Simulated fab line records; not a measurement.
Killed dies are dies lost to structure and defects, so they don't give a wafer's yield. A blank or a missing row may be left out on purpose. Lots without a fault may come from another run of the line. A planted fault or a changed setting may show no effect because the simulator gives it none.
Which tool is to blame? / flow sky130 / 13 lots with 39 wafers sampled at 4 steps, on a route of 708 steps

## WHAT EACH GAUGE READ, for each wafer
SKY_FIELD_ISO_THK_MEAS_02.
lot=L743; measured=day 1 17:16; on=film_metro-01; FIELD_ISO_OXIDATION_00_THK (nm)=11.92 11.86 11.95
lot=L744; measured=day 2 00:46; on=film_metro-04; FIELD_ISO_OXIDATION_00_THK (nm)=12.27 12.12 11.98
lot=L745; measured=day 2 04:23; on=film_metro-01; FIELD_ISO_OXIDATION_00_THK (nm)=11.56 11.86 11.77
lot=L746; measured=day 2 11:40; on=film_metro-04; FIELD_ISO_OXIDATION_00_THK (nm)=11.49 11.65 11.41
lot=L748; measured=day 2 19:14; on=film_metro-04; FIELD_ISO_OXIDATION_00_THK (nm)=12.01 12.05 12.13
lot=L749; measured=day 3 00:01; on=film_metro-04; FIELD_ISO_OXIDATION_00_THK (nm)=12.02 11.73 11.74
lot=L750; measured=day 3 03:39; on=film_metro-01; FIELD_ISO_OXIDATION_00_THK (nm)=11.76 11.83 11.92
lot=L752; measured=day 3 13:41; on=film_metro-03; FIELD_ISO_OXIDATION_00_THK (nm)=11.99 11.89 11.86
lot=L755; measured=day 4 05:40; on=film_metro-03; FIELD_ISO_OXIDATION_00_THK (nm)=11.85 11.93 11.85
lot=L760; measured=day 5 06:21; on=film_metro-01; FIELD_ISO_OXIDATION_00_THK (nm)=11.43 11.38 11.57
lot=L761; measured=day 5 12:50; on=film_metro-03; FIELD_ISO_OXIDATION_00_THK (nm)=11.98 11.90 11.76
lot=L762; measured=day 5 15:38; on=film_metro-04; FIELD_ISO_OXIDATION_00_THK (nm)=11.43 11.13 11.19
lot=L763; measured=day 5 22:00; on=film_metro-04; FIELD_ISO_OXIDATION_00_THK (nm)=12.33 12.47 12.23

SKY_FIELD_ISO_THK_MEAS_04.
lot=L743; measured=day 1 19:42; on=film_metro-04; FIELD_ISO_CVD_03_THK (nm)=164.5 164.2 164.3
lot=L744; measured=day 2 02:37; on=film_metro-01; FIELD_ISO_CVD_03_THK (nm)=162.1 163.3 163.7
lot=L745; measured=day 2 06:27; on=film_metro-04; FIELD_ISO_CVD_03_THK (nm)=161.2 161.1 161.7
lot=L746; measured=day 2 16:46; on=film_metro-01; FIELD_ISO_CVD_03_THK (nm)=163.9 163.0 163.3
lot=L748; measured=day 2 23:56; on=film_metro-01; FIELD_ISO_CVD_03_THK (nm)=164.8 163.4 164.7
lot=L749; measured=day 3 04:09; on=film_metro-01; FIELD_ISO_CVD_03_THK (nm)=164.2 162.7 162.9
lot=L750; measured=day 3 06:59; on=film_metro-01; FIELD_ISO_CVD_03_THK (nm)=166.6 166.2 166.3
lot=L752; measured=day 3 15:32; on=film_metro-01; FIELD_ISO_CVD_03_THK (nm)=165.7 163.7 164.9
lot=L755; measured=day 4 08:22; on=film_metro-04; FIELD_ISO_CVD_03_THK (nm)=166.5 166.2 165.3
lot=L760; measured=day 5 08:11; on=film_metro-04; FIELD_ISO_CVD_03_THK (nm)=166.2 165.9 165.1
lot=L761; measured=day 5 14:41; on=film_metro-01; FIELD_ISO_CVD_03_THK (nm)=167.1 167.0 165.4
lot=L762; measured=day 5 18:28; on=film_metro-04; FIELD_ISO_CVD_03_THK (nm)=166.7 167.4 166.9
lot=L763; measured=day 5 23:50; on=film_metro-04; FIELD_ISO_CVD_03_THK (nm)=166.9 166.9 168.0

SKY_NWELL_OVL_MEAS_10.
lot=L743; measured=day 4 23:57; on=overlay-02; NWELL_00_OVL (nm)=0.4 -0.8 -1.1
lot=L744; measured=day 5 04:32; on=overlay-02; NWELL_00_OVL (nm)=0.7 2.3 1.1
lot=L745; measured=day 5 07:44; on=overlay-02; NWELL_00_OVL (nm)=1.9 1.0 2.4
lot=L746; measured=day 5 20:55; on=overlay-01; NWELL_00_OVL (nm)=1.2 1.2 1.5
lot=L748; measured=day 6 05:05; on=overlay-02; NWELL_00_OVL (nm)=0.6 1.1 0.6
lot=L749; measured=day 6 09:46; on=overlay-02; NWELL_00_OVL (nm)=0.6 -0.7 1.1
lot=L750; measured=day 6 13:36; on=overlay-01; NWELL_00_OVL (nm)=0.4 1.0 0.9
lot=L752; measured=day 6 22:49; on=overlay-02; NWELL_00_OVL (nm)=0.8 2.1 1.8
lot=L755; measured=day 7 19:12; on=overlay-02; NWELL_00_OVL (nm)=0.3 0.5 -0.4
lot=L760; measured=day 9 07:14; on=overlay-01; NWELL_00_OVL (nm)=1.2 1.1 0.9
lot=L761; measured=day 9 09:44; on=overlay-01; NWELL_00_OVL (nm)=2.2 2.1 1.1
lot=L762; measured=day 9 10:59; on=overlay-01; NWELL_00_OVL (nm)=-1.9 0.2 -0.5
lot=L763; measured=day 10 05:36; on=overlay-02; NWELL_00_OVL (nm)=0.2 0.1 1.8

## EACH LOT AND THE TOOL THAT RAN IT (in order: tool; ch and the chambers of the sampled wafers; start)
lot=L743; SKY_FIELD_ISO_ETCH_17=rie_si-02 ch 1,2, day 2 10:36
lot=L744; SKY_FIELD_ISO_ETCH_17=rie_si-01 ch 0,2,3, day 2 17:46
lot=L745; SKY_FIELD_ISO_ETCH_17=rie_si-01 ch 1,2,3, day 2 21:52
lot=L746; SKY_FIELD_ISO_ETCH_17=rie_si-01 ch 0,1,3, day 3 07:49
lot=L748; SKY_FIELD_ISO_ETCH_17=rie_si-02 ch 0,1,2, day 3 16:30
lot=L749; SKY_FIELD_ISO_ETCH_17=rie_si-02 ch 0,2, day 3 20:48
lot=L750; SKY_FIELD_ISO_ETCH_17=rie_si-01 ch 0,1,3, day 3 23:10
lot=L752; SKY_FIELD_ISO_ETCH_17=rie_si-01 ch 1,2,3, day 4 08:22
lot=L755; SKY_FIELD_ISO_ETCH_17=rie_si-02 ch 0,3, day 5 02:09
lot=L760; SKY_FIELD_ISO_ETCH_17=rie_si-02 ch 0,1,3, day 6 02:40
lot=L761; SKY_FIELD_ISO_ETCH_17=rie_si-02 ch 0,1,3, day 6 09:43
lot=L762; SKY_FIELD_ISO_ETCH_17=rie_si-01 ch 0,1,3, day 6 13:00
lot=L763; SKY_FIELD_ISO_ETCH_17=rie_si-01 ch 0,2, day 6 18:55
- SKY_FIELD_ISO_ETCH_17: etches Si in HBr/Cl2/O2, target depth 342 nm, time 97.7 s.

## WHAT THE TOOLS THEMSELVES READ (means of the sampled wafers that have a number; where no wafer has one, the mark that the record gives instead)
SKY_FIELD_ISO_ETCH_17.
lot=L743; tool=rie_si-02; drypump_motor_current_A (A)=5.8; oes_product_au (a.u.)=0.991; run_length_s (s)=126.4; throttle_valve_pct (%)=25.663
lot=L744; tool=rie_si-01; drypump_motor_current_A (A)=5.8; oes_product_au (a.u.)=0.999; run_length_s (s)=125.9; throttle_valve_pct (%)=25.657
lot=L745; tool=rie_si-01; drypump_motor_current_A (A)=5.8; oes_product_au (a.u.)=0.990; run_length_s (s)=126.1; throttle_valve_pct (%)=25.670
lot=L746; tool=rie_si-01; drypump_motor_current_A (A)=5.6; oes_product_au (a.u.)=0.995; run_length_s (s)=126.2; throttle_valve_pct (%)=25.648
lot=L748; tool=rie_si-02; drypump_motor_current_A (A)=5.7; oes_product_au (a.u.)=0.998; run_length_s (s)=126.3; throttle_valve_pct (%)=25.657
lot=L749; tool=rie_si-02; drypump_motor_current_A (A)=5.9; oes_product_au (a.u.)=0.991; run_length_s (s)=125.8; throttle_valve_pct (%)=25.665
lot=L750; tool=rie_si-01; drypump_motor_current_A (A)=5.6; oes_product_au (a.u.)=0.988; run_length_s (s)=126.3; throttle_valve_pct (%)=25.664
lot=L752; tool=rie_si-01; drypump_motor_current_A (A)=5.8; oes_product_au (a.u.)=0.988; run_length_s (s)=125.9; throttle_valve_pct (%)=25.666
lot=L755; tool=rie_si-02; drypump_motor_current_A (A)=5.2; oes_product_au (a.u.)=0.997; run_length_s (s)=125.6; throttle_valve_pct (%)=25.657
lot=L760; tool=rie_si-02; drypump_motor_current_A (A)=5.3; oes_product_au (a.u.)=0.995; run_length_s (s)=110.5; throttle_valve_pct (%)=25.665
lot=L761; tool=rie_si-02; drypump_motor_current_A (A)=5.3; oes_product_au (a.u.)=0.992; run_length_s (s)=110.3; throttle_valve_pct (%)=25.670
lot=L762; tool=rie_si-01; drypump_motor_current_A (A)=5.6; oes_product_au (a.u.)=0.995; run_length_s (s)=126.7; throttle_valve_pct (%)=25.654
lot=L763; tool=rie_si-01; drypump_motor_current_A (A)=6.0; oes_product_au (a.u.)=1.000; run_length_s (s)=126.1; throttle_valve_pct (%)=25.651

## THE ANSWER, worked out from the rows above alone
Rule: the usual values come from the lots themselves. Put in order of their means at a reading, lots are off if they are a third of the lots or fewer, leave a main group of 4 or more, and stand apart from it by a gap of 3 or more times the standard deviation of the main group's means; of several such gaps the widest counts. A main group whose means are all the same, to the digits that the tables above print for the reading, isn't used. Also off: a lot with no number at a reading for which 4 or more lots have one. Where the step has rows for the other lots, those lots are counted as sound. After the gauges, taken in route order, come the tools' own readings; for these a lot's mean is taken, as printed above. The first step at which some lot is off is used, and at that step the reading that is off furthest; a lot without a number counts as furthest.
Off at SKY_FIELD_ISO_ETCH_17 (run_length_s): L760, L761. Main group: mean 126.1 s, sd 0.29.
If a tool, at that step or one of the process steps before it, ran each lot that is off and ran no sound lot following the first of them, it fits. One fits: rie_si-02 at SKY_FIELD_ISO_ETCH_17. A fault onset in the window from L755 (day 5 02:09, its last sound lot) to L760 (day 6 02:40, its first lot off) fits.
The tool's own readings at SKY_FIELD_ISO_ETCH_17 bear it out: on the lots that are off they differ by more than 5 times the standard deviation of the sound lots' means. run_length_s reads 110.4 s there against 126.1 s on the sound lots.

## WHAT THE SIMULATOR HAD INSERTED
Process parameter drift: rie_si-02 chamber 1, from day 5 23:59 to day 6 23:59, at SKY_FIELD_ISO_ETCH_17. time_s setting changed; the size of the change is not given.
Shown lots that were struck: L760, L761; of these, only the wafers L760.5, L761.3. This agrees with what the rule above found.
